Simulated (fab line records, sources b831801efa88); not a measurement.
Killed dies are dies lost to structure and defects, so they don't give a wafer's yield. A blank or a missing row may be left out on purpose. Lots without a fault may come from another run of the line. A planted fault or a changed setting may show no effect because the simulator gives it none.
Which tool did it? | flow sky130 | 24 lots, 72 wafers sampled, at 6 steps of a route of 708

WHAT THE GAUGES READ, wafer by wafer
SKY_VIA3_BOW_MEAS_03.
lot  | measured     | on            | VIA3_BOW (um)
L074 | day 38 09:02 | film_metro-01 | 94 97 88
L075 | day 39 02:19 | film_metro-01 | 83 89 85
L076 | day 39 03:17 | film_metro-03 | 82 77 67
L077 | day 39 18:21 | film_metro-02 | 81 92 90
L078 | day 39 19:04 | film_metro-01 | 80 73 86
L079 | day 40 10:16 | film_metro-03 | 80 87 96
L080 | day 40 12:18 | film_metro-02 | 77 91 78
L081 | day 40 18:23 | film_metro-03 | 71 85 90
L083 | day 41 13:15 | film_metro-01 | 84 88 91
L082 | day 41 15:11 | film_metro-02 | 84 86 99
L084 | day 41 23:53 | film_metro-02 | 91 81 90
L085 | day 42 00:35 | film_metro-02 | 80 98 85
L086 | day 42 06:32 | film_metro-01 | 94 84 81
L087 | day 42 11:43 | film_metro-01 | 85 89 79
L088 | day 42 19:17 | film_metro-01 | 88 77 86
L089 | day 43 04:08 | film_metro-02 | 83 92 87
L090 | day 43 10:38 | film_metro-02 | 92 79 77
L092 | day 43 14:35 | film_metro-02 | 80 81 89
L091 | day 43 17:32 | film_metro-02 | 88 70 72
L093 | day 44 02:38 | film_metro-01 | 71 73 74
L094 | day 44 07:10 | film_metro-03 | 96 90 80
L095 | day 44 12:32 | film_metro-02 | 84 83 84
L096 | day 44 22:05 | film_metro-01 | 95 85 81
L097 | day 45 04:58 | film_metro-03 | 74 81 70

SKY_CAP2M_OVL_MEAS_12.
lot  | measured     | on         | CAP2M_OVL (nm)
L074 | day 40 13:34 | overlay-01 | 1.0 0.2 -0.3
L075 | day 41 04:42 | overlay-01 | -0.7 -3.9 -0.9
L076 | day 41 06:05 | overlay-01 | -0.7 1.4 0.5
L077 | day 41 20:37 | overlay-01 | -0.1 0.4 1.2
L078 | day 41 21:48 | overlay-01 | 2.2 1.7 1.6
L079 | day 42 11:25 | overlay-01 | -1.4 -0.2 -0.8
L080 | day 42 13:25 | overlay-02 | -0.3 -2.3 -1.1
L081 | day 42 19:49 | overlay-02 | -0.5 -1.8 -1.8
L083 | day 43 14:28 | overlay-02 | -1.0 -3.3 -2.5
L082 | day 43 15:34 | overlay-02 | -2.8 -1.8 -2.1
L084 | day 43 23:53 | overlay-01 | -1.5 -1.0 -1.2
L085 | day 44 00:16 | overlay-01 | -1.1 0.2 -2.7
L086 | day 44 05:31 | overlay-01 | -0.4 2.5 1.1
L087 | day 44 11:10 | overlay-02 | -0.9 -3.2 -2.4
L088 | day 44 18:07 | overlay-02 | -1.9 -1.5 -1.6
L089 | day 45 02:34 | overlay-01 | -3.1 -0.7 -2.2
L090 | day 45 08:01 | overlay-02 | -0.1 -0.9 -2.3
L092 | day 45 11:47 | overlay-01 | 2.1 -0.2 0.4
L091 | day 45 15:07 | overlay-02 | -1.6 1.0 0.2
L093 | day 45 23:07 | overlay-01 | 0.6 -0.3 0.6
L094 | day 46 03:43 | overlay-01 | -0.2 0.4 1.2
L095 | day 46 07:37 | overlay-01 | 0.2 0.0 0.2
L096 | day 46 17:40 | overlay-02 | -1.8 -1.7 -1.9
L097 | day 46 23:58 | overlay-02 | 0.1 -0.3 -2.3

SKY_PASSIVATION_THK_MEAS_03.
lot  | measured     | on            | PASSIVATION_CVD_02_THK (nm)
L074 | day 43 16:56 | film_metro-01 | 534 551 555
L075 | day 44 06:01 | film_metro-02 | 551 550 549
L076 | day 44 07:28 | film_metro-01 | 533 543 542
L077 | day 44 22:20 | film_metro-03 | 537 547 536
L078 | day 44 22:43 | film_metro-02 | 544 553 547
L079 | day 45 11:15 | film_metro-03 | 532 543 537
L080 | day 45 12:20 | film_metro-01 | 548 528 539
L081 | day 45 18:50 | film_metro-03 | 534 543 543
L083 | day 46 12:07 | film_metro-03 | 540 548 537
L082 | day 46 13:11 | film_metro-02 | 541 539 544
L084 | day 46 20:59 | film_metro-01 | 539 544 549
L085 | day 46 21:04 | film_metro-03 | 536 552 552
L086 | day 47 00:16 | film_metro-03 | 550 541 556
L087 | day 47 05:52 | film_metro-02 | 532 528 541
L088 | day 47 13:50 | film_metro-03 | 537 537 544
L089 | day 47 20:11 | film_metro-02 | 540 550 543
L090 | day 48 01:26 | film_metro-01 | 532 539 555
L092 | day 48 05:39 | film_metro-03 | 551 537 556
L091 | day 48 08:57 | film_metro-01 | 547 544 536
L093 | day 48 15:26 | film_metro-02 | 534 529 540
L094 | day 48 20:15 | film_metro-01 | 526 545 543
L095 | day 48 22:26 | film_metro-02 | 528 539 540
L096 | day 49 08:30 | film_metro-02 | 530 533 530
L097 | day 49 13:32 | film_metro-02 | 539 540 541

WHICH TOOL RAN EACH LOT (tool, then ch and the chambers of the sampled wafers, then the start)
lot  | SKY_METAL4_SPUTTER_04        | SKY_METAL4_ETCH_17                 | SKY_METAL5_SPUTTER_01
L074 | pvd_sputter-04, day 39 11:58 | rie_diel-02 ch 2,3, day 41 14:36   | pvd_sputter-01, day 42 16:46
L075 | pvd_sputter-01, day 40 04:37 | rie_diel-03 ch 2,3, day 42 04:35   | pvd_sputter-02, day 43 06:33
L076 | pvd_sputter-04, day 40 06:02 | rie_diel-04 ch 1,2,3, day 42 06:20 | pvd_sputter-02, day 43 07:50
L077 | pvd_sputter-01, day 40 20:58 | rie_diel-04 ch 1,3, day 42 21:03   | pvd_sputter-01, day 43 22:35
L078 | pvd_sputter-04, day 40 21:50 | rie_diel-03 ch 0,1,3, day 42 22:39 | pvd_sputter-02, day 43 23:11
L079 | pvd_sputter-01, day 41 12:01 | rie_diel-03 ch 0,1,3, day 43 11:27 | pvd_sputter-04, day 44 12:57
L080 | pvd_sputter-03, day 41 13:38 | rie_diel-02 ch 1,2,3, day 43 12:54 | pvd_sputter-04, day 44 13:56
L081 | pvd_sputter-04, day 41 19:55 | rie_diel-03 ch 1,2,3, day 43 19:24 | pvd_sputter-04, day 44 20:20
L083 | pvd_sputter-03, day 42 14:58 | rie_diel-03 ch 0,1,2, day 44 14:14 | pvd_sputter-01, day 45 14:16
L082 | pvd_sputter-01, day 42 16:29 | rie_diel-03 ch 0,2,3, day 44 15:09 | pvd_sputter-02, day 45 15:04
L084 | pvd_sputter-03, day 43 01:20 | rie_diel-02 ch 0,2,3, day 44 22:48 | pvd_sputter-02, day 45 22:41
L085 | pvd_sputter-04, day 43 01:59 | rie_diel-04 ch 0,1,2, day 44 22:54 | pvd_sputter-04, day 45 22:59
L086 | pvd_sputter-04, day 43 07:11 | rie_diel-02 ch 1,3, day 45 04:15   | pvd_sputter-02, day 46 03:34
L087 | pvd_sputter-03, day 43 12:28 | rie_diel-04 ch 0,1, day 45 09:06   | pvd_sputter-04, day 46 08:44
L088 | pvd_sputter-01, day 43 19:49 | rie_diel-02 ch 0,2,3, day 45 16:05 | pvd_sputter-02, day 46 16:16
L089 | pvd_sputter-03, day 44 04:16 | rie_diel-02 ch 0,1,2, day 46 00:06 | pvd_sputter-02, day 46 23:41
L090 | pvd_sputter-04, day 44 10:49 | rie_diel-02 ch 0,2,3, day 46 06:15 | pvd_sputter-04, day 47 05:13
L092 | pvd_sputter-01, day 44 14:28 | rie_diel-04 ch 2,3, day 46 09:51   | pvd_sputter-01, day 47 08:44
L091 | pvd_sputter-03, day 44 17:47 | rie_diel-03 ch 1,2,3, day 46 12:57 | pvd_sputter-02, day 47 12:12
L093 | pvd_sputter-03, day 45 01:57 | rie_diel-04 ch 0,2,3, day 46 20:45 | pvd_sputter-02, day 47 18:57
L094 | pvd_sputter-04, day 45 06:35 | rie_diel-02 ch 1,2,3, day 47 01:29 | pvd_sputter-01, day 47 23:44
L095 | pvd_sputter-03, day 45 10:47 | rie_diel-03 ch 0,3, day 47 05:02   | pvd_sputter-02, day 48 02:47
L096 | pvd_sputter-03, day 45 21:00 | rie_diel-04 ch 1,3, day 47 14:57   | pvd_sputter-01, day 48 13:37
L097 | pvd_sputter-03, day 46 03:32 | rie_diel-04 ch 0,3, day 47 20:45   | pvd_sputter-04, day 48 18:14
- SKY_METAL4_SPUTTER_04: material TiN, target thk 70 nm, time 58.3 s.
- SKY_METAL4_ETCH_17: etches SiO2 in C4F8/O2/Ar, stops on TiN, time 3.9 s, target depth 15 nm.
- SKY_METAL5_SPUTTER_01: material TiN, target thk 20 nm, time 16.7 s.

WHAT THE TOOLS THEMSELVES READ (means of the sampled wafers that have a number; where no wafer has one, the mark that the record gives instead)
SKY_METAL4_SPUTTER_04.
lot  | tool           | chamber_pressure_pa (Pa) | throttle_valve_pct (%)
L074 | pvd_sputter-04 | 0.4003                   | 30.3
L075 | pvd_sputter-01 | 0.3995                   | 30.9
L076 | pvd_sputter-04 | 0.3995                   | 29.5
L077 | pvd_sputter-01 | 0.3997                   | 30.4
L078 | pvd_sputter-04 | 0.4001                   | 29.7
L079 | pvd_sputter-01 | 0.3998                   | 29.8
L080 | pvd_sputter-03 | 0.4001                   | 30.0
L081 | pvd_sputter-04 | 0.4006                   | 29.2
L083 | pvd_sputter-03 | 0.4006                   | 30.6
L082 | pvd_sputter-01 | 0.4002                   | 29.4
L084 | pvd_sputter-03 | 0.4002                   | 30.0
L085 | pvd_sputter-04 | 0.4001                   | 29.7
L086 | pvd_sputter-04 | 0.4006                   | 29.5
L087 | pvd_sputter-03 | 0.4015                   | 29.9
L088 | pvd_sputter-01 | 0.4001                   | 30.6
L089 | pvd_sputter-03 | 0.3993                   | 30.4
L090 | pvd_sputter-04 | 0.3996                   | 30.8
L092 | pvd_sputter-01 | 0.4004                   | 30.3
L091 | pvd_sputter-03 | 0.3998                   | 30.4
L093 | pvd_sputter-03 | 0.4009                   | 29.8
L094 | pvd_sputter-04 | 0.3996                   | 29.2
L095 | pvd_sputter-03 | 0.4006                   | 30.4
L096 | pvd_sputter-03 | 0.3999                   | 30.3
L097 | pvd_sputter-03 | 0.3997                   | 30.9

SKY_METAL4_ETCH_17.
lot  | tool        | oes_product_au (a.u.)
L074 | rie_diel-02 | 0.759
L075 | rie_diel-03 | 0.763
L076 | rie_diel-04 | 0.766
L077 | rie_diel-04 | 0.759
L078 | rie_diel-03 | 0.760
L079 | rie_diel-03 | 0.753
L080 | rie_diel-02 | 0.751
L081 | rie_diel-03 | 0.758
L083 | rie_diel-03 | 0.753
L082 | rie_diel-03 | 0.759
L084 | rie_diel-02 | 0.759
L085 | rie_diel-04 | 0.762
L086 | rie_diel-02 | 0.761
L087 | rie_diel-04 | 0.762
L088 | rie_diel-02 | 0.759
L089 | rie_diel-02 | 0.752
L090 | rie_diel-02 | 0.758
L092 | rie_diel-04 | 0.756
L091 | rie_diel-03 | 0.756
L093 | rie_diel-04 | 0.759
L094 | rie_diel-02 | 0.759
L095 | rie_diel-03 | 0.759
L096 | rie_diel-04 | 0.755
L097 | rie_diel-04 | 0.761

SKY_METAL5_SPUTTER_01.
lot  | tool           | chamber_pressure_pa (Pa) | throttle_valve_pct (%)
L074 | pvd_sputter-01 | 0.4001                   | 30.7
L075 | pvd_sputter-02 | 0.3994                   | 30.0
L076 | pvd_sputter-02 | 0.3997                   | 30.5
L077 | pvd_sputter-01 | 0.4003                   | 29.9
L078 | pvd_sputter-02 | 0.3998                   | 30.6
L079 | pvd_sputter-04 | 0.3992                   | 28.9
L080 | pvd_sputter-04 | 0.3992                   | 29.6
L081 | pvd_sputter-04 | 0.3999                   | 29.8
L083 | pvd_sputter-01 | 0.3997                   | 29.3
L082 | pvd_sputter-02 | 0.4004                   | 31.1
L084 | pvd_sputter-02 | 0.4001                   | 31.0
L085 | pvd_sputter-04 | 0.3990                   | 29.2
L086 | pvd_sputter-02 | 0.3996                   | 30.5
L087 | pvd_sputter-04 | 0.3997                   | 29.7
L088 | pvd_sputter-02 | 0.4005                   | 30.0
L089 | pvd_sputter-02 | 0.3999                   | 30.5
L090 | pvd_sputter-04 | 0.3997                   | 30.1
L092 | pvd_sputter-01 | 0.4003                   | 29.2
L091 | pvd_sputter-02 | 0.4009                   | 31.1
L093 | pvd_sputter-02 | 0.4001                   | 30.0
L094 | pvd_sputter-01 | 0.4007                   | 30.0
L095 | pvd_sputter-02 | 0.3987                   | 31.3
L096 | pvd_sputter-01 | 0.3999                   | 31.2
L097 | pvd_sputter-04 | 0.4002                   | 29.9

THE ANSWER, worked out from the rows above alone
Rule: what is usual is taken from the lots themselves. Put in order of their means at a reading, lots are off if they are a third of the lots or fewer, leave a main group of 4 or more, and stand apart from it by a gap of 3 or more times the standard deviation of the main group's means; of several such gaps the widest counts. A main group whose means are all the same, to the digits that the tables above print for the reading, isn't used. A lot without any number at a reading at which 4 lots or more have one is off too. The other lots that the step has rows for count as sound. The gauges are gone through in route order, then the tools' own readings, and for those a lot's mean is taken as printed above. The first step at which some lot is off is used, and at that step the reading that is off furthest; a lot without a number counts as furthest.
No lot is off at any reading shown: from this, nothing can be told.

WHAT THE SIMULATOR HAD PUT IN
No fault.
